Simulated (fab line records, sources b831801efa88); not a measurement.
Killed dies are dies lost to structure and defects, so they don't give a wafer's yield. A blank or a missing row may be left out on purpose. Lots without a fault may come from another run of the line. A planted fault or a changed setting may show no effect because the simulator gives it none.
A struck lot beside a sound one | flow sky130 | 15 steps out of a route of 708
Sound: wafers L899.1, L899.5, L899.6. Struck: wafers L906.1, L906.5, L906.6. The cause comes at the end.
At each step with rows: each side's tool, then ch and its chambers, then its first start. Under that, the readings that differ: sound wafers | struck wafers | difference of the means | sigmas: that difference in standard deviations of wafers without a fault.
alike: readings whose means differ by less than 2 such deviations, and words and numbers that are the same on both sides. not compared: withheld readings, readings that some wafer has no value for, bounds like >300 that may hide the same value, and numbers for which the record gives no deviation and whose values overlap.
The two part at a step that has a row with sigmas, a row that says differs or no value, or rows on one side only. Numbers that don't overlap but have no deviation are shown without sigmas and don't part them. A reading that every wafer of one side lacks parts them only if that side has two wafers or more.

SKY_LDD_HVP_OVL_MEAS_07:
  sound on overlay-01, day 22 06:58; struck on overlay-01, day 25 10:10
  alike: LDD_HVP_OVL
then, 1 step without rows for these wafers: SKY_LDD_HVP_IMPLANT_08.
SKY_LDD_HVP_STRIP_09: strips in O2/N2.
  sound on plasma_asher-03 ch 0,1, day 22 07:10; struck on plasma_asher-03 ch 0,1, day 25 10:21
  alike: drypump_motor_current_A, oes_product_au, strip_time_to_endpoint_s
  not compared: rf_hours_counter_h
SKY_LDD_HVP_TW_MEAS_10:
  sound on film_metro-03, day 22 07:16; struck on film_metro-02, day 25 10:27
  alike: LDD_HVP_TW
then, 7 steps without rows for these wafers: SKY_LDD_LDN_DEHYDRATE_00 (time 60 s); SKY_LDD_LDN_HMDS_01 (prime time 60 s); SKY_LDD_LDN_COAT_02 (resist thk 1140 nm); SKY_LDD_LDN_SOFTBAKE_03 (time 60 s); SKY_LDD_LDN_EXPOSE_04 (exposes mask LDNTM, target cd 700 nm); SKY_LDD_LDN_PEB_05; SKY_LDD_LDN_DEVELOP_06 (develop time 60 s).
SKY_LDD_LDN_OVL_MEAS_07:
  sound on overlay-02, day 23 12:56; struck on overlay-01, day 26 15:25
  alike: LDD_LDN_OVL
SKY_LDD_LDN_IMPLANT_08:
  sound on implanter-04 ch 0, day 23 12:58; struck on implanter-04 ch 0, day 26 15:28
  reading       | sound                            | struck                          | difference  | sigmas
  dose_ions_cm2 | 1.2498e+13 1.2507e+13 1.2503e+13 | 1.2755e+13 1.281e+13 1.2793e+13 | +2.8333e+11 | +22
then, 1 step without rows for these wafers: SKY_LDD_LDN_IMPLANT_09.
-- the record jumps here: 22 days lie between the struck wafers' starts before and after (it left off in module LDD_LDN and takes up again in module PAD_OPEN, whose first step shown is number 708 of the route) --
SKY_PAD_OPEN_PROBE_99:
  sound on prober-01, day 46 05:09; struck on prober-01, day 48 10:37
  alike: killed_at_M0_to_M3, killed_at_M4_up, killed_at_contacts, killed_at_front_end, killed_at_other, killed_dies, killed_open, killed_short

WHERE THEY PART
Only at SKY_LDD_LDN_IMPLANT_08, within this record. Later steps at which nothing parts them and some readings are alike: SKY_PAD_OPEN_PROBE_99.

WHY: what the simulator had put in
Process parameter drift: implanter-04, from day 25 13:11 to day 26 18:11, at SKY_LDD_LDN_IMPLANT_08. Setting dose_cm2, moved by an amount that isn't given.
